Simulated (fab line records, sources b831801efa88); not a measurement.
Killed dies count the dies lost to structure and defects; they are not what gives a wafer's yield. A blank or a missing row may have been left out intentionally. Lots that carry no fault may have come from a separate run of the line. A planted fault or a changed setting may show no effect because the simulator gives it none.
What tool caused it? ; flow gf180mcu ; Sampling: 14 lots, 42 wafers, 3 of 602 route steps

== WHAT THE GAUGES SHOWED, per wafer ==
GF_CONTACT_THK_MEAS_26: measures by xrf. Usual: CONTACT_W_THK typically reads 300 nm, with standard deviation 4.2.
lot;measured;on;CONTACT_W_THK (nm);flag
L701;day 15 12:43;film metro-01;299 298 297;
L703;day 16 08:25;film metro-03;297 293 292;
L704;day 17 01:12;film metro-02;299 303 302;
L706;day 17 21:33;film metro-01;308 302 307;
L705;day 17 22:43;film metro-01;304 306 305;
L707;day 18 13:40;film metro-02;296 298 302;
L708;day 18 15:45;film metro-02;299 296 294;
L709;day 19 15:28;film metro-03;297 297 302;
L710;day 20 01:41;film metro-03;304 299 303;
L711;day 20 12:21;film metro-01;300 299 305;
L713;day 21 01:11;film metro-01;301 301 301;
L714;day 21 12:52;film metro-03;295 293 298;
L721;day 23 06:08;film metro-02;300 300 304;
L722;day 23 09:53;film metro-01;300 309 299;

GF_M2_RS_MEAS_05: the measuring method here is four-point-probe. Usual: M2_ALCU_RS typically reads 0.0696 ohm/sq, with standard deviation 0.00074.
lot;measured;on;M2_ALCU_RS (ohm/sq);flag
L701;day 17 11:50;film metro-01;0.0696 0.0695 0.0698;
L703;day 18 10:10;film metro-03;0.0698 0.0702 0.0695;
L704;day 19 04:46;film metro-04;0.0694 0.0693 0.0692;
L706;day 20 02:26;film metro-01;0.0695 0.0696 0.0694;
L705;day 20 03:37;film metro-01;0.0694 0.0685 0.0696;
L707;day 20 18:55;film metro-03;0.0701 0.0701 0.0685;
L708;day 20 20:41;film metro-01;0.0697 0.0701 0.0699;
L709;day 21 20:32;film metro-04;0.0697 0.0705 0.0699;
L710;day 22 05:40;film metro-04;0.0689 0.0690 0.0691;
L711;day 22 16:03;film metro-03;0.0681 0.0690 0.0687;
L713;day 23 05:16;film metro-01;0.0689 0.0686 0.0697;
L714;day 23 15:14;film metro-04;0.0689 0.0679 0.0683;

== EACH LOT AND THE TOOL THAT RAN IT (in order: tool; ch and the chambers of the sampled wafers; start) ==
lot;GF_V1_EXPOSE_11
L701;krf scanner-02 ch 0, day 16 23:37
L703;krf scanner-01 ch 0, day 17 21:03
L704;krf scanner-02 ch 0, day 18 14:17
L706;krf scanner-01 ch 0, day 19 12:11
L705;krf scanner-02 ch 0, day 19 13:46
L707;krf scanner-02 ch 0, day 20 05:32
L708;krf scanner-02 ch 0, day 20 07:15
L709;krf scanner-01 ch 0, day 21 06:58
L710;krf scanner-01 ch 0, day 21 16:12
L711;krf scanner-02 ch 0, day 22 03:03
L713;krf scanner-02 ch 0, day 22 15:43
L714;krf scanner-01 ch 0, day 23 02:15
L721;krf scanner-02, day 24 16:56
L722;krf scanner-02, day 24 20:30
- GF_V1_EXPOSE_11: exposes mask Via1, target cd 260 nm.

== AS READ BY THE TOOLS THEMSELVES (means over the sampled wafers that have a number; for cases with no such wafer, the mark the record gives instead) ==
GF_V1_EXPOSE_11. Usual: exposure dose mJ cm2 38.03, standard deviation 0.045; focus offset nm 0.1 nm, standard deviation 0.51.
lot;tool;exposure dose mJ cm2;focus offset nm (nm);flag
L701;krf scanner-02;38.00;-0.2;
L703;krf scanner-01;38.04;-0.7;
L704;krf scanner-02;37.99;0.4;
L706;krf scanner-01;38.04;0.7;
L705;krf scanner-02;38.00;-0.1;
L707;krf scanner-02;38.08;-0.8;
L708;krf scanner-02;38.04;-0.0;
L709;krf scanner-01;37.97;-0.1;
L710;krf scanner-01;38.06;0.2;
L711;krf scanner-02;38.03;0.3;
L713;krf scanner-02;37.97;0.5;
L714;krf scanner-01;38.06;0.7;
L721;krf scanner-02;-;-;OFF
L722;krf scanner-02;-;-;OFF

== THE ANSWER, worked out from the rows above alone ==
Rule: a lot is off if the mean of its wafers that have a number lies more than 3 standard deviations from the usual mean. A lot without any number at a reading at which 4 lots or more have one is off too. Any other lot the step has rows for is counted as sound. After the gauges, taken in route order, come the tools' own readings; for these a lot's mean is taken, as printed above. At the first step where some lot is off, the reading lying furthest off is the one used; lots without a number count as furthest.
Off at GF_V1_EXPOSE_11 (exposure dose mJ cm2): L721, L722. Without a number there: L721, L722.
A tool fits if, at that step or a process step before it, it ran every lot that is off, and no sound lot after the first of them. One fits: GF_V1_EXPOSE_11 on krf scanner-02. A fault onset in the window from L713 (day 22 15:43, its last sound lot) to L721 (day 24 16:56, its first lot off) fits.
Blank at GF_V1_EXPOSE_11 on the lots that are off, where sound lots have numbers: exposure dose mJ cm2, focus offset nm.

== WHAT THE SIMULATOR PUT IN ==
Beginning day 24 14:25, the whole step at GF_V1_EXPOSE_11 was skipped on krf scanner-02. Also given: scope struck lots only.
Lots struck among those shown: L721, L722. The rule given above showed the same thing.
